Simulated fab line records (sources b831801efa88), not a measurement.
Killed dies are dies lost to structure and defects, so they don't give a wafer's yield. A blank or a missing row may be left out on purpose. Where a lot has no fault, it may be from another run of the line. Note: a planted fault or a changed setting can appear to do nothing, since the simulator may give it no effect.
fab line records -- flow sky130
record: lots: 11, wafers: 33, lastDay: 50
route steps=708 shown SONOS_ONO@181 POLY_GATE@229 RES_XHIGH@339 LI_CONTACT@385
lots that met no fault: taken from a fault-free run of the same line
startH: start of the lot's first displayed wafer, in hours after the record's first day -- waitH: time in hours since the lot's previous step -- " the same as in the row above -- L1.1+2: a row that stands for several wafers -- - no value, or no start given -- * or withheld: withheld -- < > ~ a bound
route shown NAME@n: a module of which the file shows steps, and the number in the route of the first -- usual: mean/standard deviation taken from wafers without a fault -- same: alike in all rows -- chamber/n: place in a boat -- sites: per-site readings -- _std_site: standard deviation of those values -- _edge_site: the outer-site mean with the inner-site mean subtracted -- radiusMm: for every site, how far away it sits from the centre of the wafer -- mask NAME#n: copy n -- behind: the most recent tool/chamber to have shaped the wafer -- hold: the reason the lot was held/the length of the hold in hours/how it ended -- device: which transistor (n, p or np) failed to switch -- end of line: tests run on the same wafers once the route is complete -- a step given without rows: its recipe and nothing more -- killed: dies lost to structure and defects at the first sort, not the wafer's yield -- map: per-die view of a wafer (x killed, . not killed, _ where there is no die)
set.NAME: the setting that was run; set.NAME@STEP: the one run at that earlier step -- model.NAME: the simulator's own value behind a step, which no gauge read
steps of the route over a sample of lots; a table a step, a row a wafer
services: the hour from which a tool's chamber was out of use, counted from the record's first day as startH (under 0 if before that day), plus the number of hours and why
== steps ==
step: SKY_SONOS_ONO_CD_MEAS_13
recipe: targetCdNm: 410
usual: cdNm: 409.3/2.2
lot.wafer,tool,chamber,startH,waitH,cdNm
L846.1,cdSem-02,-,289.38,0.1,405.6
L846.3,cdSem-02,-,289.38,0.1,407.1
L846.4,cdSem-02,-,289.38,0.1,408.7
L847.3,cdSem-02,-,299.73,0.1,407.7
L847.4,cdSem-02,-,299.73,0.1,406.5
L847.6,cdSem-02,-,299.73,0.1,407.0
L849.4,cdSem-02,-,305.50,0.1,410.5
L849.5,cdSem-02,-,305.50,0.1,410.0
L849.6,cdSem-02,-,305.50,0.1,412.3
L850.4,cdSem-02,-,314.80,0.1,408.1
L850.5,cdSem-02,-,314.80,0.1,404.9
L850.6,cdSem-02,-,314.80,0.1,406.4
L853.1,cdSem-01,-,345.93,0.1,407.9
L853.4,cdSem-01,-,345.93,0.1,408.4
L853.5,cdSem-01,-,345.93,0.1,410.1
L854.1,cdSem-02,-,352.09,0.1,404.6
L854.2,cdSem-02,-,352.09,0.1,404.9
L854.3,cdSem-02,-,352.09,0.1,407.0
L855.1,cdSem-02,-,360.78,0.1,410.9
L855.4,cdSem-02,-,360.78,0.1,410.8
L855.6,cdSem-02,-,360.78,0.1,410.3
L863.3,cdSem-02,-,421.38,0.1,408.5
L863.4,cdSem-02,-,421.38,0.1,410.5
L863.6,cdSem-02,-,421.38,0.1,409.8
L866.1,cdSem-02,-,448.03,0.1,409.5
L866.4,cdSem-02,-,448.03,0.1,408.1
L866.6,cdSem-02,-,448.03,0.1,408.2
L867.1,cdSem-02,-,454.28,0.1,412.7
L867.3,cdSem-02,-,454.28,0.1,411.7
L867.6,cdSem-02,-,454.28,0.1,412.8
L868.2,cdSem-01,-,461.90,0.1,408.9
L868.5,cdSem-01,-,461.90,0.1,409.5
L868.6,cdSem-01,-,461.90,0.1,409.4
step: SKY_POLY_GATE_ETCH_15
recipe: chemistry: N2/H2, target: BARC, ionEnergyEv: 200, sourceW: 500, biasW: 100, pressureMtorr: 30, n2FlowSccm: 100, h2FlowSccm: 200, stopOn: SiO2, timeS: 118.5, targetDepthA: 1100
usual: biasW: 100.0/0.31, drypumpMotorCurrentA: 5.6/0.4, oesProductAu: 0.717/0.0047, throttleValvePct: 13.211/0.0093
lot.wafer,tool,chamber,startH,waitH,biasW,drypumpMotorCurrentA,oesProductAu,rfHoursCounterH,throttleValvePct
L846.1,rieDiel-03,1,379.94,0.0,100.0,6.1,0.726,24,13.218
L846.3,rieDiel-03,2,379.94,0.0,100.2,5.9,0.717,67,13.202
L846.4,rieDiel-03,0,379.94,0.0,99.6,5.3,0.719,10,13.218
L847.3,rieDiel-01,3,392.44,0.0,99.6,6.1,0.721,1,13.195
L847.4,rieDiel-01,1,392.44,0.0,99.7,6.1,0.721,0,13.210
L847.6,rieDiel-01,3,392.44,0.0,99.9,6.1,0.720,-,13.215
L849.4,rieDiel-01,2,395.79,0.0,100.0,5.5,0.715,2,13.222
L849.5,rieDiel-01,3,395.79,0.0,99.9,6.0,0.718,-,13.207
L849.6,rieDiel-01,0,395.79,0.0,100.5,5.5,0.712,-,13.212
L850.4,rieDiel-01,2,405.08,0.1,100.4,5.4,0.713,-,13.204
L850.5,rieDiel-01,0,405.08,0.1,99.8,5.5,0.713,-,13.199
L850.6,rieDiel-01,1,405.08,0.1,99.5,6.1,0.720,-,13.209
L853.1,rieDiel-01,1,444.14,0.0,100.0,6.1,0.716,2,13.206
L853.4,rieDiel-01,2,444.14,0.0,99.6,5.4,0.722,4,13.202
L853.5,rieDiel-01,0,444.14,0.0,100.5,5.5,0.717,-,13.210
L854.1,rieDiel-03,2,451.34,0.0,100.1,5.9,0.708,68,13.210
L854.2,rieDiel-03,1,451.34,0.0,99.8,6.1,0.716,25,13.220
L854.3,rieDiel-03,3,451.34,0.0,100.0,6.4,0.721,44,13.211
L855.1,rieDiel-01,2,457.65,0.0,100.2,5.5,0.719,4,13.218
L855.4,rieDiel-01,1,457.65,0.0,100.1,6.1,0.719,2,13.214
L855.6,rieDiel-01,0,457.65,0.0,100.4,5.5,0.714,-,13.227
L863.3,rieDiel-01,2,521.74,0.0,100.5,5.5,0.715,5,13.210
L863.4,rieDiel-01,1,521.74,0.0,99.9,6.1,0.730,3,13.185
L863.6,rieDiel-01,0,521.74,0.0,100.7,5.5,0.720,-,13.229
L866.1,rieDiel-04,0,545.95,0.0,100.4,5.7,0.725,12,13.209
L866.4,rieDiel-04,2,545.95,0.0,100.0,5.0,0.710,8,13.225
L866.6,rieDiel-04,3,545.95,0.0,99.9,5.3,0.707,-,13.219
L867.1,rieDiel-04,2,552.63,0.0,100.2,5.0,0.714,9,13.195
L867.3,rieDiel-04,3,552.63,0.0,100.0,5.3,0.721,64,13.211
L867.6,rieDiel-04,1,552.63,0.0,100.6,5.4,0.713,-,13.211
L868.2,rieDiel-03,2,559.73,0.0,99.5,5.9,0.716,70,13.211
L868.5,rieDiel-03,1,559.73,0.0,99.8,6.1,0.717,-,13.231
L868.6,rieDiel-03,0,559.73,0.0,99.5,5.2,0.721,-,13.208
step: SKY_RES_XHIGH_IMPLANT_07
recipe: species: BF2, energyKev: 20, doseCm2: 3.6e+14, tiltDeg: 0
usual: beamOnS: 41.9/2, doseIonsCm2: 3.6e+14/3.8e+11
lot.wafer,tool,chamber,startH,waitH,beamOnS,doseIonsCm2
L846.1,implanter-03,0,624.68,0.1,43.7,3.6e+14
L846.3,implanter-03,0,624.68,0.1,43.0,3.594e+14
L846.4,implanter-03,0,624.68,0.1,43.4,3.602e+14
L847.3,implanter-02,0,639.64,0.1,43.0,3.609e+14
L847.4,implanter-02,0,639.64,0.1,41.0,3.598e+14
L847.6,implanter-02,0,639.64,0.1,40.2,3.608e+14
L849.4,implanter-02,0,642.00,0.1,41.3,3.601e+14
L849.5,implanter-02,0,642.00,0.1,41.2,3.597e+14
L849.6,implanter-02,0,642.00,0.1,42.6,3.595e+14
L850.4,implanter-03,0,653.80,0.1,44.8,3.599e+14
L850.5,implanter-03,0,653.80,0.1,44.0,3.602e+14
L850.6,implanter-03,0,653.80,0.1,43.0,3.598e+14
L853.1,implanter-02,0,688.59,0.1,42.6,3.59e+14
L853.4,implanter-02,0,688.59,0.1,41.7,3.597e+14
L853.5,implanter-02,0,688.59,0.1,40.7,3.595e+14
L854.1,implanter-03,0,695.18,0.1,43.7,3.598e+14
L854.2,implanter-03,0,695.18,0.1,43.4,3.602e+14
L854.3,implanter-03,0,695.18,0.1,42.8,3.602e+14
L855.1,implanter-03,0,698.13,0.1,42.9,3.601e+14
L855.4,implanter-03,0,698.13,0.1,42.3,3.603e+14
L855.6,implanter-03,0,698.13,0.1,44.6,3.598e+14
L863.3,implanter-03,0,756.59,0.1,23.7,1.861e+14
L863.4,implanter-03,0,756.59,0.1,23.2,1.861e+14
L863.6,implanter-03,0,756.59,0.1,22.2,1.862e+14
L866.1,implanter-03,0,779.28,0.1,22.9,1.861e+14
L866.4,implanter-03,0,779.28,0.1,23.1,1.866e+14
L866.6,implanter-03,0,779.28,0.1,23.2,1.864e+14
L867.1,implanter-02,0,800.83,0.1,40.5,3.598e+14
L867.3,implanter-02,0,800.83,0.1,42.1,3.603e+14
L867.6,implanter-02,0,800.83,0.1,41.7,3.605e+14
L868.2,implanter-01,0,800.95,0.1,40.0,3.594e+14
L868.5,implanter-01,0,800.95,0.1,39.5,3.598e+14
L868.6,implanter-01,0,800.95,0.1,41.1,3.599e+14
step: SKY_RES_XHIGH_TW_MEAS_09
usual: RES_XHIGH_TW: 1631/11
lot.wafer,tool,chamber,startH,waitH,RES_XHIGH_TW
L846.1,filmMetro-02,-,624.93,0.1,1630
L846.3,filmMetro-02,-,624.93,0.1,1625
L846.4,filmMetro-02,-,624.93,0.1,1633
L847.3,filmMetro-02,-,639.86,0.1,1609
L847.4,filmMetro-02,-,639.86,0.1,1628
L847.6,filmMetro-02,-,639.86,0.1,1621
L849.4,filmMetro-02,-,642.21,0.1,1618
L849.5,filmMetro-02,-,642.21,0.1,1616
L849.6,filmMetro-02,-,642.21,0.1,1622
L850.4,filmMetro-04,-,654.01,0.1,1646
L850.5,filmMetro-04,-,654.01,0.1,1640
L850.6,filmMetro-04,-,654.01,0.1,1648
L853.1,filmMetro-02,-,688.84,0.1,1617
L853.4,filmMetro-02,-,688.84,0.1,1616
L853.5,filmMetro-02,-,688.84,0.1,1608
L854.1,filmMetro-02,-,695.43,0.1,1612
L854.2,filmMetro-02,-,695.43,0.1,1624
L854.3,filmMetro-02,-,695.43,0.1,1614
L855.1,filmMetro-02,-,698.38,0.1,1629
L855.4,filmMetro-02,-,698.38,0.1,1619
L855.6,filmMetro-02,-,698.38,0.1,1621
L863.3,filmMetro-03,-,756.81,0.1,1345
L863.4,filmMetro-03,-,756.81,0.1,1347
L863.6,filmMetro-03,-,756.81,0.1,1353
L866.1,filmMetro-04,-,779.53,0.1,1322
L866.4,filmMetro-04,-,779.53,0.1,1324
L866.6,filmMetro-04,-,779.53,0.1,1321
L867.1,filmMetro-03,-,801.08,0.1,1631
L867.3,filmMetro-03,-,801.08,0.1,1634
L867.6,filmMetro-03,-,801.08,0.1,1632
L868.2,filmMetro-02,-,801.19,0.1,1620
L868.5,filmMetro-02,-,801.19,0.1,1631
L868.6,filmMetro-02,-,801.19,0.1,1628
step: SKY_SD_N_RS_MEAS_18
recipe: thkMeasGauge: four-point-probe
usual: RES_XHIGH_RS: 333.5/1.4
lot.wafer,tool,chamber,startH,waitH,RES_XHIGH_RS[ohm/sq]
L846.1,filmMetro-02,-,654.86,0.1,333.4
L846.3,filmMetro-02,-,654.86,0.1,334.0
L846.4,filmMetro-02,-,654.86,0.1,333.8
L847.3,filmMetro-04,-,669.25,0.1,335.2
L847.4,filmMetro-04,-,669.25,0.1,334.6
L847.6,filmMetro-04,-,669.25,0.1,334.6
L849.4,filmMetro-02,-,671.83,0.1,334.8
L849.5,filmMetro-02,-,671.83,0.1,335.5
L849.6,filmMetro-02,-,671.83,0.1,334.3
L850.4,filmMetro-02,-,683.08,0.1,332.4
L850.5,filmMetro-02,-,683.08,0.1,336.1
L850.6,filmMetro-02,-,683.08,0.1,333.7
L853.1,filmMetro-03,-,718.07,0.1,330.7
L853.4,filmMetro-03,-,718.07,0.1,329.5
L853.5,filmMetro-03,-,718.07,0.1,331.4
L854.1,filmMetro-02,-,722.78,0.1,334.2
L854.2,filmMetro-02,-,722.78,0.1,332.8
L854.3,filmMetro-02,-,722.78,0.1,333.1
L855.1,filmMetro-02,-,725.73,0.1,332.6
L855.4,filmMetro-02,-,725.73,0.1,333.0
L855.6,filmMetro-02,-,725.73,0.1,333.7
L863.3,filmMetro-02,-,785.05,0.1,565.5
L863.4,filmMetro-02,-,785.05,0.1,565.6
L863.6,filmMetro-02,-,785.05,0.1,564.9
L866.1,filmMetro-03,-,806.62,0.1,569.9
L866.4,filmMetro-03,-,806.62,0.1,572.9
L866.6,filmMetro-03,-,806.62,0.1,571.5
L867.1,filmMetro-02,-,828.67,0.1,333.7
L867.3,filmMetro-02,-,828.67,0.1,332.3
L867.6,filmMetro-02,-,828.67,0.1,332.0
L868.2,filmMetro-03,-,828.90,0.1,334.5
L868.5,filmMetro-03,-,828.90,0.1,334.6
L868.6,filmMetro-03,-,828.90,0.1,333.7
step: SKY_LI_CONTACT_THK_MEAS_23
recipe: thkMeasGauge: xrf, reads: W_of_LI_CONTACT_CVD_21
usual: LI_CONTACT_W_THK: 408/8.4
lot.wafer,tool,chamber,startH,waitH,LI_CONTACT_W_THK[nm]
L846.1,filmMetro-03,-,684.26,0.1,404
L846.3,filmMetro-03,-,684.26,0.1,408
L846.4,filmMetro-03,-,684.26,0.1,401
L847.3,filmMetro-02,-,699.04,0.1,397
L847.4,filmMetro-02,-,699.04,0.1,412
L847.6,filmMetro-02,-,699.04,0.1,401
L849.4,filmMetro-02,-,701.78,0.1,412
L849.5,filmMetro-02,-,701.78,0.1,413
L849.6,filmMetro-02,-,701.78,0.1,398
L850.4,filmMetro-04,-,712.14,0.1,403
L850.5,filmMetro-04,-,712.14,0.1,411
L850.6,filmMetro-04,-,712.14,0.1,404
L853.1,filmMetro-02,-,747.41,0.1,406
L853.4,filmMetro-02,-,747.41,0.1,407
L853.5,filmMetro-02,-,747.41,0.1,412
L854.1,filmMetro-03,-,752.50,0.1,398
L854.2,filmMetro-03,-,752.50,0.1,391
L854.3,filmMetro-03,-,752.50,0.1,392
L855.1,filmMetro-03,-,755.72,0.1,404
L855.4,filmMetro-03,-,755.72,0.1,393
L855.6,filmMetro-03,-,755.72,0.1,401
L863.3,filmMetro-03,-,813.98,0.1,404
L863.4,filmMetro-03,-,813.98,0.1,413
L863.6,filmMetro-03,-,813.98,0.1,401
L866.1,filmMetro-03,-,834.41,0.1,410
L866.4,filmMetro-03,-,834.41,0.1,401
L866.6,filmMetro-03,-,834.41,0.1,412
L867.1,filmMetro-03,-,856.61,0.1,421
L867.3,filmMetro-03,-,856.61,0.1,413
L867.6,filmMetro-03,-,856.61,0.1,408
L868.2,filmMetro-02,-,857.31,0.1,411
L868.5,filmMetro-02,-,857.31,0.1,423
L868.6,filmMetro-02,-,857.31,0.1,412
== services ==
tool,chamber,startH,hours,kind
implanter-03,-,362.06,2.2,repair
implanter-02,-,377.58,1.5,repair
rieDiel-03,-,386.31,14.6,pm
implanter-03,-,389.34,1.6,repair
rieDiel-01,3,401.60,37.0,repair
implanter-03,-,402.71,6.3,repair
rieDiel-03,-,426.80,2.6,repair
rieDiel-01,2,486.50,26.6,repair
rieDiel-03,-,500.92,2.3,repair
rieDiel-01,3,544.69,2.2,repair
implanter-02,-,577.87,10.7,pm
rieDiel-01,3,601.57,63.4,repair
implanter-03,-,615.02,2.0,repair
implanter-02,-,707.63,17.4,pm
implanter-03,-,710.81,1.2,repair
rieDiel-01,0,721.76,9.7,repair
rieDiel-01,3,724.90,10.0,repair
implanter-03,-,743.30,5.0,pm
rieDiel-01,2,747.04,12.2,repair
implanter-03,-,757.26,6.4,repair
rieDiel-01,-,757.43,2.8,pm
implanter-02,-,764.73,2.0,repair
rieDiel-01,0,767.53,12.5,repair
rieDiel-01,1,788.17,4.1,repair
== key ==
firstSign: step: SKY_RES_XHIGH_IMPLANT_07, reading: doseIonsCm2, direction: down, sigmas: 99+, usual: *, struck: *
effect: step: SKY_RES_XHIGH_IMPLANT_07, reading: beamOnS, direction: down, sigmas: 9.6, usual: 41.9, struck: 23.0
effect: step: SKY_RES_XHIGH_TW_MEAS_09, reading: RES_XHIGH_TW, direction: down, sigmas: 26, usual: 1631, struck: 1335
effect: step: SKY_SD_N_RS_MEAS_18, reading: RES_XHIGH_RS, direction: up, sigmas: 99+, usual: 333.5, struck: 568.4
metAt SKY_RES_XHIGH_IMPLANT_07
struckLots L863,L866
testerLeftOut L863,L866
notActingAt SKY_SONOS_ONO_CD_MEAS_13,SKY_POLY_GATE_ETCH_15,SKY_LI_CONTACT_THK_MEAS_23
onsetBetween 698.13 756.59
fault: kind: processParameterDrift, tool: implanter-03, chamber: -, onsetH: 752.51, steps: SKY_RES_XHIGH_IMPLANT_07, channel: doseCm2, offset: *, shape: step, endH: 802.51, actsIn: *, stated: *
testerLeftOut: of these lots the tester's yield and bins aren't shown, on N5 and GAA mostly nor the transistor test; their killed dies are dies lost to structure and defects alone, not to doping, threshold or leakage, so they don't give the yield
